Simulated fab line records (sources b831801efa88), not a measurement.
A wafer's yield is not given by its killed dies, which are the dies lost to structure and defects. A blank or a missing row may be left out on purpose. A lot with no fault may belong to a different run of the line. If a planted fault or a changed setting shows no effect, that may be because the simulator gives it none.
fab line records + flow sky130
record
- lots=6
- wafers=18
- last-day=50
route steps=708 shown VIA2@509 PAD_OPEN@708
lots that met no fault: taken from a fault-free run of the same line
start-h: start of the lot's first displayed wafer, in hours after the record's first day + wait-h: hours elapsed since this lot's preceding step + " as in the row above + L1.1+2: a row that stands for several wafers + - no value present, or no start provided + * or withheld: withheld + < > ~ a bound
route shown NAME@n: a module of which the file shows steps, and the number in the route of the first + usual: average and standard deviation across the fault-free wafers + same: alike in all rows + chamber/n: place in a boat + sites: the reading at each site + _std_site: their standard deviation + _edge_site: inner sites' mean taken away from outer sites' mean + radius-mm: for every site, how far away it sits from the centre of the wafer + mask NAME#n: copy n + behind: the most recent tool/chamber to have shaped the wafer + hold: what put the lot on hold/how long, in hours/how the hold closed + device: the n, p or np transistor that did not switch + end of line: at the end of the route, the tests of the same wafers + a step with no rows: only its recipe + killed: dies that structure and defects cost at the first sort, which is not the same as the wafer's yield + map: shows each die of a wafer: x if killed, . if not, _ if none is there
set.NAME: the setting that was run; set.NAME@STEP: the one run at that earlier step + model.NAME: the simulator's own value behind a step, which no gauge read
certain route steps with their lots: each step a table, each wafer a row
services: from which hour (start-h, from the record's first day; less than 0 if before it) a tool's chamber was out of use, for how many hours, and why
## steps
# step SKY_VIA2_CMP_02
# recipe
- material=SiO2
- down-force-psi=4
- platen-rpm=60
- pad-velocity-m-s=0.94248
# usual
- motor-current-A=12.0/1.5
| lot.wafer | tool   | chamber | start-h | wait-h | motor-current-A |
|-----------|--------|---------|---------|--------|-----------------|
| L702.1    | cmp-01 | 1       | 865.37  | 0.1    | 13.3            |
| L702.2    | "      | 3       | "       | "      | 9.9             |
| L702.6    | "      | 2       | "       | "      | 11.4            |
| L704.4    | cmp-02 | 3       | 886.71  | 0.0    | 10.3            |
| L704.1    | "      | 0       | "       | "      | 12.4            |
| L704.3    | "      | 2       | "       | "      | 13.4            |
| L707.2    | cmp-01 | 1       | 910.15  | 0.0    | 12.3            |
| L707.4    | "      | 2       | "       | "      | 10.9            |
| L707.5    | "      | 1       | "       | "      | 12.8            |
| L719.4    | cmp-01 | 1       | 998.08  | 0.2    | 13.3            |
| L719.1    | "      | 0       | "       | "      | 14.7            |
| L719.6    | "      | 1       | "       | "      | 12.8            |
| L718.3    | cmp-02 | 0       | 1000.98 | 0.0    | 12.2            |
| L718.4    | "      | 3       | "       | "      | 9.8             |
| L718.5    | "      | 1       | "       | "      | 11.4            |
| L717.3    | cmp-02 | 2       | 1005.13 | 0.0    | 13.6            |
| L717.1    | "      | 1       | "       | "      | 11.5            |
| L717.5    | "      | 2       | "       | "      | 12.8            |
# step SKY_VIA2_BOW_MEAS_03
# recipe
- mode=bow
# usual
- VIA2_BOW=87/7.9
| lot.wafer | tool          | chamber | start-h | wait-h | VIA2_BOW[um] |
|-----------|---------------|---------|---------|--------|--------------|
| L702.1    | film-metro-02 | -       | 865.67  | 0.2    | 83           |
| L702.2    | "             | -       | "       | "      | 84           |
| L702.6    | "             | -       | "       | "      | 87           |
| L704.1    | film-metro-03 | -       | 887.01  | 0.2    | 79           |
| L704.3    | "             | -       | "       | "      | 90           |
| L704.4    | "             | -       | "       | "      | 84           |
| L707.2    | film-metro-04 | -       | 910.47  | 0.3    | 79           |
| L707.4    | "             | -       | "       | "      | 92           |
| L707.5    | "             | -       | "       | "      | 84           |
| L719.1    | film-metro-03 | -       | 998.38  | 0.1    | 88           |
| L719.4    | "             | -       | "       | "      | 110          |
| L719.6    | "             | -       | "       | "      | 90           |
| L718.3    | film-metro-03 | -       | 1001.32 | 0.3    | 83           |
| L718.4    | "             | -       | "       | "      | 77           |
| L718.5    | "             | -       | "       | "      | 91           |
| L717.1    | film-metro-04 | -       | 1005.43 | 0.1    | 78           |
| L717.3    | "             | -       | "       | "      | 99           |
| L717.5    | "             | -       | "       | "      | 81           |
# step SKY_VIA2_DEHYDRATE_04
# recipe
- temp-c=200
- time-s=60
# step SKY_VIA2_HMDS_05
# recipe
- prime-time-s=60
- prime-temp-c=120
# step SKY_VIA2_COAT_06
# recipe
- resist=BARC
- temp-c=withheld
- time-s=withheld
- spin-rpm=3000
- resist-thk-nm=60
# step SKY_VIA2_COAT_07
# recipe
- resist=KrF-thick
- spin-rpm=3000
- resist-thk-nm=450
# step SKY_VIA2_SOFTBAKE_08
# recipe
- temp-c=100
- time-s=90
- resist=KrF-thick
# step SKY_VIA2_EXPOSE_09
# recipe
- mask-id=VIM2
- na=0.8
- source-shape=annular
- sigma-inner=0.55
- sigma-outer=0.85
- target-cd-nm=200
- dose-mj=38
# step SKY_VIA2_PEB_10
# recipe
- peb-temp-c=withheld
- peb-time-s=withheld
- resist=KrF-thick
# step SKY_VIA2_DEVELOP_11
# recipe
- develop-time-s=60
- resist=KrF-thick
- dev-temp-c=21
# step SKY_VIA2_CD_MEAS_12
# recipe
- target-cd-nm=200
# usual
- cd-nm=200.0/1.4
| lot.wafer | tool      | chamber | start-h | wait-h | cd-nm |
|-----------|-----------|---------|---------|--------|-------|
| L702.1    | cd-sem-01 | -       | 890.81  | -      | 198.3 |
| L702.2    | "         | -       | "       | "      | 198.7 |
| L702.6    | "         | -       | "       | "      | 198.0 |
| L704.1    | cd-sem-01 | -       | 912.26  | -      | 200.5 |
| L704.3    | "         | -       | "       | "      | 199.9 |
| L704.4    | "         | -       | "       | "      | 199.6 |
| L707.2    | cd-sem-02 | -       | 936.13  | -      | 197.7 |
| L707.4    | "         | -       | "       | "      | 197.5 |
| L707.5    | "         | -       | "       | "      | 198.4 |
| L719.1    | cd-sem-02 | -       | 1022.22 | -      | 199.9 |
| L719.4    | "         | -       | "       | "      | 198.7 |
| L719.6    | "         | -       | "       | "      | 199.9 |
| L718.3    | cd-sem-01 | -       | 1023.99 | -      | 202.0 |
| L718.4    | "         | -       | "       | "      | 200.9 |
| L718.5    | "         | -       | "       | "      | 202.0 |
| L717.1    | cd-sem-01 | -       | 1028.62 | -      | 200.5 |
| L717.3    | "         | -       | "       | "      | 200.3 |
| L717.5    | "         | -       | "       | "      | 200.3 |
# step SKY_VIA2_OVL_MEAS_13
# usual
- VIA2_OVL=0/5
| lot.wafer | tool       | chamber | start-h | wait-h | VIA2_OVL[nm] |
|-----------|------------|---------|---------|--------|--------------|
| L702.1    | overlay-02 | -       | 890.93  | 0.1    | -5           |
| L702.2    | "          | -       | "       | "      | -6           |
| L702.6    | "          | -       | "       | "      | -7           |
| L704.1    | overlay-01 | -       | 912.38  | 0.1    | 2            |
| L704.3    | "          | -       | "       | "      | -1           |
| L704.4    | "          | -       | "       | "      | 2            |
| L707.2    | overlay-01 | -       | 936.24  | 0.1    | -1           |
| L707.4    | "          | -       | "       | "      | -3           |
| L707.5    | "          | -       | "       | "      | -4           |
| L719.1    | overlay-01 | -       | 1022.34 | 0.1    | -2           |
| L719.4    | "          | -       | "       | "      | -5           |
| L719.6    | "          | -       | "       | "      | 4            |
| L718.3    | overlay-01 | -       | 1024.08 | 0.1    | 10           |
| L718.4    | "          | -       | "       | "      | 6            |
| L718.5    | "          | -       | "       | "      | 3            |
| L717.1    | overlay-02 | -       | 1028.74 | 0.1    | 1            |
| L717.3    | "          | -       | "       | "      | 0            |
| L717.5    | "          | -       | "       | "      | -2           |
# step SKY_VIA2_ETCH_14
# recipe
- chemistry=N2/H2
- target=BARC
- ion-energy-ev=200
- source-w=500
- bias-w=100
- pressure-mtorr=30
- n2-flow-sccm=100
- h2-flow-sccm=200
- stop-on=SiO2
- time-s=45.9
- target-depth-a=600
# usual
- chamber-pressure-mTorr=29.996/0.026
- drypump-motor-current-A=5.9/0.5
- oes-product-au=0.855/0.005
- rf-fwd-power-W=494.7/1.8
- throttle-valve-pct=13.226/0.01
# same
- time-s=45.9
| lot.wafer | tool        | chamber | start-h | wait-h | chamber-pressure-mTorr | drypump-motor-current-A | oes-product-au | rf-fwd-power-W | rf-hours-counter-h | throttle-valve-pct | model.KrF-thick_of_VIA2_COAT_07.thk-nm |
|-----------|-------------|---------|---------|--------|------------------------|-------------------------|----------------|----------------|--------------------|--------------------|----------------------------------------|
| L702.1    | rie-diel-04 | 0       | 890.97  | 0.0    | 30.025                 | 6.6                     | 0.855          | 495.9          | 9                  | 13.216             | 390.7                                  |
| L702.2    | "           | 2       | "       | "      | 30.037                 | 6.4                     | 0.852          | 493.9          | 13                 | 13.239             | 391.4                                  |
| L702.6    | "           | 3       | "       | "      | 29.963                 | 6.3                     | 0.860          | 497.3          | -                  | 13.221             | 392.2                                  |
| L704.1    | rie-diel-02 | 3       | 912.42  | 0.0    | 29.988                 | 6.0                     | 0.861          | 494.7          | 8                  | 13.224             | 393.8                                  |
| L704.3    | "           | 2       | "       | "      | 30.003                 | 5.6                     | 0.851          | 491.3          | 16                 | 13.203             | 395.3                                  |
| L704.4    | "           | 1       | "       | "      | 29.969                 | 5.7                     | 0.856          | 494.6          | 21                 | 13.226             | 394                                    |
| L707.2    | rie-diel-01 | 0       | 936.27  | 0.0    | 30.028                 | 5.5                     | 0.856          | 498.3          | 11                 | 13.236             | 392.7                                  |
| L707.4    | "           | 3       | "       | "      | 29.996                 | 4.7                     | 0.863          | 494.5          | 20                 | 13.211             | 391.2                                  |
| L707.5    | "           | 1       | "       | "      | 30.003                 | 6.0                     | 0.848          | 497.5          | -                  | 13.230             | 390.8                                  |
| L719.1    | rie-diel-01 | 1       | 1022.37 | 0.0    | 30.026                 | 6.0                     | 0.861          | 500.0          | 11                 | 13.223             | 392.3                                  |
| L719.4    | "           | 3       | "       | "      | 30.003                 | 4.7                     | 0.853          | 496.6          | 22                 | 13.223             | 394.2                                  |
| L719.6    | "           | 3       | "       | "      | 30.006                 | 4.7                     | 0.856          | 495.4          | -                  | 13.218             | 392.4                                  |
| L718.3    | rie-diel-02 | 0       | 1024.11 | 0.0    | 29.982                 | 6.0                     | 0.853          | 494.2          | 23                 | 13.230             | 391.9                                  |
| L718.4    | "           | 0       | "       | "      | 30.018                 | 6.0                     | 0.860          | 493.8          | -                  | 13.219             | 392.3                                  |
| L718.5    | "           | 1       | "       | "      | 30.005                 | 5.7                     | 0.862          | 573.6          | -                  | 13.227             | 387.6                                  |
| L717.1    | rie-diel-02 | 3       | 1028.77 | 0.0    | 29.999                 | 6.1                     | 0.859          | 494.2          | 11                 | 13.230             | 392                                    |
| L717.3    | "           | 1       | "       | "      | 29.957                 | 5.7                     | 0.851          | 574.2          | 25                 | 13.225             | 385.9                                  |
| L717.5    | "           | 1       | "       | "      | 30.005                 | 5.7                     | 0.854          | 572.9          | -                  | 13.233             | 386.8                                  |
# step SKY_VIA2_ETCH_15
# recipe
- target=SiO2
- chemistry=C4F8/O2/Ar
- target-depth-nm=546
- stop-on=TiN
- mask-material=KrF-thick
- source-w=1500
- bias-w=1200
- pressure-mtorr=40
- c4f8-flow-sccm=withheld
- O2_flow_sccm=6
- Ar_flow_sccm=300
- time-s=84
# usual
- chamber-pressure-mTorr=40.00/0.034
- oes-product-au=0.939/0.0044
- rf-fwd-power-W=1490/5.4
# same
- time-s=84
| lot.wafer | tool        | chamber | start-h | wait-h | chamber-pressure-mTorr | oes-product-au | rf-fwd-power-W | rf-hours-counter-h | model.KrF-thick_of_VIA2_COAT_07.thk-nm |
|-----------|-------------|---------|---------|--------|------------------------|----------------|----------------|--------------------|----------------------------------------|
| L702.1    | rie-diel-04 | 0       | 891.01  | 0.0    | 40.00                  | 0.938          | 1497           | 9                  | 282.2                                  |
| L702.2    | "           | 2       | "       | "      | 40.09                  | 0.944          | 1497           | 13                 | 280.2                                  |
| L702.6    | "           | 3       | "       | "      | 40.03                  | 0.941          | 1491           | -                  | 286                                    |
| L704.1    | rie-diel-02 | 3       | 912.46  | 0.0    | 39.95                  | 0.939          | 1486           | 8                  | 286.8                                  |
| L704.3    | "           | 2       | "       | "      | 39.98                  | 0.933          | 1481           | 16                 | 291.7                                  |
| L704.4    | "           | 1       | "       | "      | 40.01                  | 0.937          | 1487           | 21                 | 286.3                                  |
| L707.2    | rie-diel-01 | 0       | 936.31  | 0.0    | 40.00                  | 0.938          | 1497           | 11                 | 281.4                                  |
| L707.4    | "           | 3       | "       | "      | 40.02                  | 0.941          | 1485           | 20                 | 281.5                                  |
| L707.5    | "           | 1       | "       | "      | 39.96                  | 0.940          | 1495           | -                  | 281                                    |
| L719.1    | rie-diel-01 | 1       | 1022.41 | 0.0    | 40.00                  | 0.935          | 1484           | 11                 | 280.5                                  |
| L719.4    | "           | 3       | "       | "      | 39.99                  | 0.934          | 1494           | 22                 | 283.8                                  |
| L719.6    | "           | 3       | "       | "      | 40.02                  | 0.934          | 1488           | -                  | 282.2                                  |
| L718.3    | rie-diel-02 | 0       | 1024.15 | 0.0    | 39.99                  | 0.942          | 1487           | 23                 | 283.9                                  |
| L718.4    | "           | 0       | "       | "      | 40.02                  | 0.938          | 1490           | -                  | 283.4                                  |
| L718.5    | "           | 1       | "       | "      | 40.03                  | 0.937          | 1486           | -                  | 282.9                                  |
| L717.1    | rie-diel-02 | 3       | 1028.81 | 0.0    | 40.03                  | 0.944          | 1486           | 11                 | 283.4                                  |
| L717.3    | "           | 1       | "       | "      | 39.99                  | 0.926          | 1490           | 25                 | 279.9                                  |
| L717.5    | "           | 1       | "       | "      | 39.97                  | 0.940          | 1488           | -                  | 280.8                                  |
# step SKY_VIA2_STRIP_16
# recipe
- chemistry=O2/N2
- power-w=1400
- pressure-mtorr=1500
- platen-temp-c=withheld
- o2-flow-sccm=3000
- n2-flow-sccm=300
- overash-fraction=0.5
# usual
- chamber-pressure-mTorr=1499.9/1.2
- drypump-motor-current-A=5.74/0.29
- oes-product-au=0.399/0.0053
- strip-time-to-endpoint-s=4.06/0.037
| lot.wafer | tool            | chamber | start-h | wait-h | chamber-pressure-mTorr | drypump-motor-current-A | oes-product-au | rf-hours-counter-h | strip-time-to-endpoint-s |
|-----------|-----------------|---------|---------|--------|------------------------|-------------------------|----------------|--------------------|--------------------------|
| L702.1    | plasma-asher-04 | 1       | 891.08  | 0.0    | 1500.4                 | 5.96                    | 0.396          | 15                 | 4.03                     |
| L702.2    | "               | 0       | "       | "      | 1497.8                 | 5.51                    | 0.399          | 15                 | 4.00                     |
| L702.6    | "               | 0       | "       | "      | 1500.8                 | 5.56                    | 0.396          | -                  | 4.06                     |
| L704.1    | plasma-asher-04 | 1       | 912.53  | 0.0    | 1501.0                 | 5.94                    | 0.404          | 17                 | 4.08                     |
| L704.3    | "               | 1       | "       | "      | 1498.2                 | 5.95                    | 0.395          | -                  | 4.14                     |
| L704.4    | "               | 0       | "       | "      | 1498.5                 | 5.52                    | 0.403          | -                  | 4.06                     |
| L707.2    | plasma-asher-04 | 1       | 936.38  | 0.0    | 1499.2                 | 5.95                    | 0.401          | 20                 | 4.02                     |
| L707.4    | "               | 0       | "       | "      | 1498.7                 | 5.48                    | 0.397          | -                  | 4.03                     |
| L707.5    | "               | 1       | "       | "      | 1499.4                 | 5.97                    | 0.400          | -                  | 4.04                     |
| L719.1    | plasma-asher-04 | 0       | 1022.48 | 0.0    | 1500.7                 | 5.51                    | 0.402          | 28                 | 4.00                     |
| L719.4    | "               | 0       | "       | "      | 1499.3                 | 5.53                    | 0.393          | -                  | 4.04                     |
| L719.6    | "               | 0       | "       | "      | 1498.4                 | 5.53                    | 0.401          | -                  | 4.04                     |
| L718.3    | plasma-asher-04 | 1       | 1024.25 | 0.1    | 1501.3                 | 5.96                    | 0.400          | -                  | 4.06                     |
| L718.4    | "               | 0       | "       | "      | 1502.1                 | 5.51                    | 0.399          | -                  | 4.03                     |
| L718.5    | "               | 1       | "       | "      | 1502.2                 | 5.97                    | 0.390          | -                  | 4.04                     |
| L717.1    | plasma-asher-04 | 1       | 1028.88 | 0.0    | 1500.3                 | 5.95                    | 0.396          | 28                 | 4.04                     |
| L717.3    | "               | 0       | "       | "      | 1499.6                 | 5.52                    | 0.398          | -                  | 4.02                     |
| L717.5    | "               | 0       | "       | "      | 1498.9                 | 5.50                    | 0.403          | -                  | 4.02                     |
# step SKY_PAD_OPEN_PROBE_99
# usual
- defect-limited-yield=82.8/2.1
- killed_at_M0_to_M3=42/6.6
- killed_at_M4_up=3.1/1.9
- killed-at-contacts=24/5.6
- killed-at-front-end=15/4.8
- killed-at-other=0.3/0.48
- killed-dies=84/10
- killed-open=47/6.8
- killed-short=37/6.8
# same
- gross-dies=492
- killed-at-back-side=0
| lot.wafer | tool      | chamber | start-h | wait-h | defect-limited-yield[%] | killed_at_M0_to_M3 | killed_at_M4_up | killed-at-contacts | killed-at-front-end | killed-at-other | killed-dies | killed-open | killed-short |
|-----------|-----------|---------|---------|--------|-------------------------|--------------------|-----------------|--------------------|---------------------|-----------------|-------------|-------------|--------------|
| L702.1    | prober-01 | -       | 1109.48 | 0.1    | 81.3                    | 50                 | 1               | 23                 | 18                  | 0               | 92          | 46          | 46           |
| L702.2    | prober-01 | -       | 1109.53 | 0.1    | 83.3                    | 41                 | 0               | 18                 | 22                  | 1               | 82          | 49          | 33           |
| L702.6    | prober-01 | -       | 1109.73 | 0.2    | 84.1                    | 44                 | 2               | 23                 | 8                   | 1               | 78          | 41          | 37           |
| L704.1    | prober-01 | -       | 1126.53 | 0.1    | 83.9                    | 37                 | 0               | 26                 | 16                  | 0               | 79          | 42          | 37           |
| L704.3    | prober-01 | -       | 1126.63 | 0.2    | 87.8                    | 30                 | 0               | 18                 | 12                  | 0               | 60          | 32          | 28           |
| L704.4    | prober-01 | -       | 1126.68 | 0.2    | 83.9                    | 38                 | 2               | 28                 | 11                  | 0               | 79          | 52          | 27           |
| L707.2    | prober-01 | -       | 1145.53 | 0.1    | 80.1                    | 42                 | 3               | 30                 | 23                  | 0               | 98          | 50          | 48           |
| L707.4    | prober-01 | -       | 1145.63 | 0.2    | 86.0                    | 28                 | 6               | 23                 | 12                  | 0               | 69          | 43          | 26           |
| L707.5    | prober-01 | -       | 1145.68 | 0.2    | 82.9                    | 43                 | 1               | 23                 | 17                  | 0               | 84          | 48          | 36           |
| L719.1    | prober-02 | -       | 1203.38 | 0.1    | 85.0                    | 44                 | 1               | 18                 | 11                  | 0               | 74          | 43          | 29           |
| L719.4    | prober-02 | -       | 1203.53 | 0.2    | 83.9                    | 42                 | 2               | 21                 | 14                  | 0               | 79          | 37          | 42           |
| L719.6    | prober-02 | -       | 1203.63 | 0.2    | 83.1                    | 44                 | 3               | 27                 | 9                   | 0               | 83          | 47          | 36           |
| L718.3    | prober-01 | -       | 1205.20 | 0.2    | 84.1                    | 42                 | 1               | 23                 | 12                  | 0               | 78          | 47          | 31           |
| L718.4    | prober-01 | -       | 1205.25 | 0.2    | 82.7                    | 39                 | 2               | 27                 | 16                  | 1               | 85          | 47          | 38           |
| L718.5    | prober-01 | -       | 1205.30 | 0.2    | 82.3                    | 41                 | 6               | 23                 | 17                  | 0               | 87          | 51          | 36           |
| L717.1    | prober-01 | -       | 1209.30 | 0.1    | 83.3                    | 45                 | 6               | 21                 | 10                  | 0               | 82          | 47          | 35           |
| L717.3    | prober-01 | -       | 1209.40 | 0.2    | 82.9                    | 41                 | 2               | 24                 | 17                  | 0               | 84          | 45          | 39           |
| L717.5    | prober-01 | -       | 1209.50 | 0.2    | 83.5                    | 36                 | 1               | 25                 | 18                  | 1               | 81          | 52          | 29           |
# killed by level:class
L702.1 VIA1:geometric-particle:open=11 VIA2:geometric-particle:open=11 VIA1:geometric-particle:short=8 LI_CONTACT:geometric-particle:open=6 CONTACT:geometric-particle:short=6 FIELD_ISO:geometric-particle:short=5 METAL1:geometric-particle:short=5 METAL3:geometric-particle:short=5
L702.2 VIA1:geometric-particle:open=9 VIA2:geometric-particle:open=9 POLY_GATE:geometric-particle:open=7 CONTACT:geometric-particle:open=7 VIA1:geometric-particle:short=7 LI_CONTACT:geometric-particle:open=6 FIELD_ISO:geometric-particle:short=5 METAL1:geometric-particle:short=4
L702.6 METAL1:geometric-particle:short=11 VIA1:geometric-particle:open=10 LI_CONTACT:geometric-particle:open=7 CONTACT:geometric-particle:open=6 METAL1:geometric-particle:open=4 VIA3:geometric-particle:open=4 LI_CONTACT:geometric-particle:short=3 LOCAL_INTERCONNECT:geometric-particle:short=3
L704.1 VIA3:geometric-particle:open=10 CONTACT:geometric-particle:open=9 METAL1:geometric-particle:short=8 LOCAL_INTERCONNECT:geometric-particle:short=7 LI_CONTACT:geometric-particle:open=6 POLY_GATE:geometric-particle:short=4 VIA2:geometric-particle:open=4 VIA1:geometric-particle:short=4
L704.3 CONTACT:geometric-particle:open=11 METAL1:geometric-particle:short=5 VIA2:geometric-particle:short=5 FIELD_ISO:geometric-particle:short=4 VIA1:geometric-particle:short=4 VIA2:geometric-particle:open=4 POLY_GATE:geometric-particle:open=3 LI_CONTACT:geometric-particle:open=3
L704.4 VIA1:geometric-particle:open=10 CONTACT:geometric-particle:open=9 VIA3:geometric-particle:open=9 LI_CONTACT:geometric-particle:open=8 LOCAL_INTERCONNECT:geometric-particle:short=8 METAL1:geometric-particle:short=5 VIA2:geometric-particle:open=5 FIELD_ISO:geometric-particle:open=4
L707.2 CONTACT:geometric-particle:open=10 VIA1:geometric-particle:open=8 METAL1:geometric-particle:short=6 LOCAL_INTERCONNECT:geometric-particle:short=6 CONTACT:geometric-particle:short=6 FIELD_ISO:geometric-particle:open=5 FIELD_ISO:geometric-particle:short=5 VIA2:geometric-particle:open=5
L707.4 VIA1:geometric-particle:open=11 CONTACT:geometric-particle:open=10 LI_CONTACT:geometric-particle:open=5 VIA3:geometric-particle:open=4 METAL4:geometric-particle:short=4 FIELD_ISO:geometric-particle:open=3 POLY_GATE:geometric-particle:short=3 LOCAL_INTERCONNECT:geometric-particle:short=3
L707.5 VIA3:geometric-particle:open=9 VIA1:geometric-particle:short=8 CONTACT:geometric-particle:open=7 FIELD_ISO:geometric-particle:open=5 CONTACT:geometric-particle:short=5 VIA1:geometric-particle:open=5 VIA2:geometric-particle:open=5 POLY_GATE:geometric-particle:open=4
L719.1 VIA1:geometric-particle:open=13 VIA3:geometric-particle:open=7 METAL2:geometric-particle:short=6 METAL1:geometric-particle:short=6 CONTACT:geometric-particle:open=5 CONTACT:geometric-particle:short=5 VIA2:geometric-particle:open=5 SPACER:geometric-particle:open=4
L719.4 METAL1:geometric-particle:short=9 POLY_GATE:geometric-particle:open=7 CONTACT:geometric-particle:open=7 CONTACT:geometric-particle:short=7 VIA3:geometric-particle:open=6 METAL1:geometric-particle:open=4 VIA1:geometric-particle:open=4 VIA1:geometric-particle:short=4
L719.6 LI_CONTACT:geometric-particle:open=10 VIA1:geometric-particle:open=10 METAL2:geometric-particle:short=8 CONTACT:geometric-particle:open=8 METAL1:geometric-particle:short=7 VIA3:geometric-particle:open=6 VIA1:geometric-particle:short=5 VIA2:geometric-particle:open=5
L718.3 LI_CONTACT:geometric-particle:open=9 VIA3:geometric-particle:open=9 CONTACT:geometric-particle:open=8 VIA1:geometric-particle:open=8 VIA1:geometric-particle:short=6 VIA2:geometric-particle:open=5 POLY_GATE:geometric-particle:open=4 POLY_GATE:geometric-particle:short=3
L718.4 LI_CONTACT:geometric-particle:open=11 CONTACT:geometric-particle:open=9 VIA1:geometric-particle:open=7 VIA3:geometric-particle:open=6 VIA1:geometric-particle:short=5 VIA3:geometric-particle:short=5 LOCAL_INTERCONNECT:geometric-particle:short=4 POLY_GATE:geometric-particle:short=4
L718.5 VIA1:geometric-particle:open=11 CONTACT:geometric-particle:open=9 VIA3:geometric-particle:open=8 POLY_GATE:geometric-particle:open=5 CONTACT:geometric-particle:short=5 METAL4:geometric-particle:short=5 FIELD_ISO:geometric-particle:short=4 METAL2:geometric-particle:open=4
L717.1 VIA1:geometric-particle:open=9 LI_CONTACT:geometric-particle:open=8 METAL2:geometric-particle:short=8 CONTACT:geometric-particle:open=7 VIA3:geometric-particle:open=7 METAL1:geometric-particle:short=6 VIA2:geometric-particle:open=5 METAL4:geometric-particle:short=5
L717.3 CONTACT:geometric-particle:open=10 VIA1:geometric-particle:open=10 VIA2:geometric-particle:open=6 METAL1:geometric-particle:short=5 LI_CONTACT:geometric-particle:open=5 FIELD_ISO:geometric-particle:short=4 LOCAL_INTERCONNECT:geometric-particle:short=4 CONTACT:geometric-particle:short=4
L717.5 VIA1:geometric-particle:open=12 LI_CONTACT:geometric-particle:open=8 CONTACT:geometric-particle:open=8 POLY_GATE:geometric-particle:short=6 CONTACT:geometric-particle:short=6 VIA3:geometric-particle:open=6 FIELD_ISO:geometric-particle:open=5 METAL2:geometric-particle:short=5
## services
| tool            | chamber | start-h | hours | kind                           |
|-----------------|---------|---------|-------|--------------------------------|
| cmp-01          | -       | 846.38  | 3.3   | repair                         |
| cmp-02          | -       | 855.13  | 5.5   | pm                             |
| rie-diel-04     | -       | 879.72  | 1.5   | repair                         |
| cmp-01          | -       | 886.17  | 18.4  | repair                         |
| plasma-asher-04 | -       | 894.74  | 0.4   | repair                         |
| plasma-asher-04 | -       | 903.33  | 1.3   | repair                         |
| cmp-01          | -       | 906.49  | 0.8   | repair                         |
| cmp-01          | -       | 912.18  | 4.0   | pm                             |
| cmp-01          | -       | 916.18  | -     | consumable-replace:conditioner |
| cmp-01          | -       | 916.18  | -     | consumable-replace:pad         |
| plasma-asher-04 | -       | 975.69  | 2.8   | pm                             |
| cmp-01          | -       | 978.80  | 0.9   | repair                         |
| cmp-02          | -       | 1002.93 | 1.0   | repair                         |
| rie-diel-01     | 3       | 1003.96 | 5.2   | repair                         |
| cmp-01          | -       | 1013.04 | 1.8   | repair                         |
| rie-diel-02     | 2       | 1019.04 | 7.8   | repair                         |
| rie-diel-01     | -       | 1023.78 | 0.5   | repair                         |
| rie-diel-01     | -       | 1027.65 | 2.8   | pm                             |
## key
first-sign
- step=SKY_VIA2_ETCH_14
- reading=rf-fwd-power-W
- direction=up
- sigmas=45
- usual=494.7
- struck=573.6
effect none on later readings
model-effect
- step=SKY_VIA2_ETCH_14
- value=KrF-thick_of_VIA2_COAT_07.thk-nm
- without=392.7
- struck=386.7
model-effect
- step=SKY_VIA2_ETCH_15
- value=KrF-thick_of_VIA2_COAT_07.thk-nm
- without=287.2
- struck=281.2
met-at SKY_VIA2_ETCH_14
struck-wafers L717.3,L717.5,L718.5
onset-between 912.42 1024.11
fault
- kind=process-parameter-drift
- tool=rie-diel-02
- chamber=1
- onset-h=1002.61
- steps=SKY_VIA2_ETCH_14
- channel=source-w
- offset=80
- shape=step
- end-h=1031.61
- acts-in=these-recipes-only
- stated=500
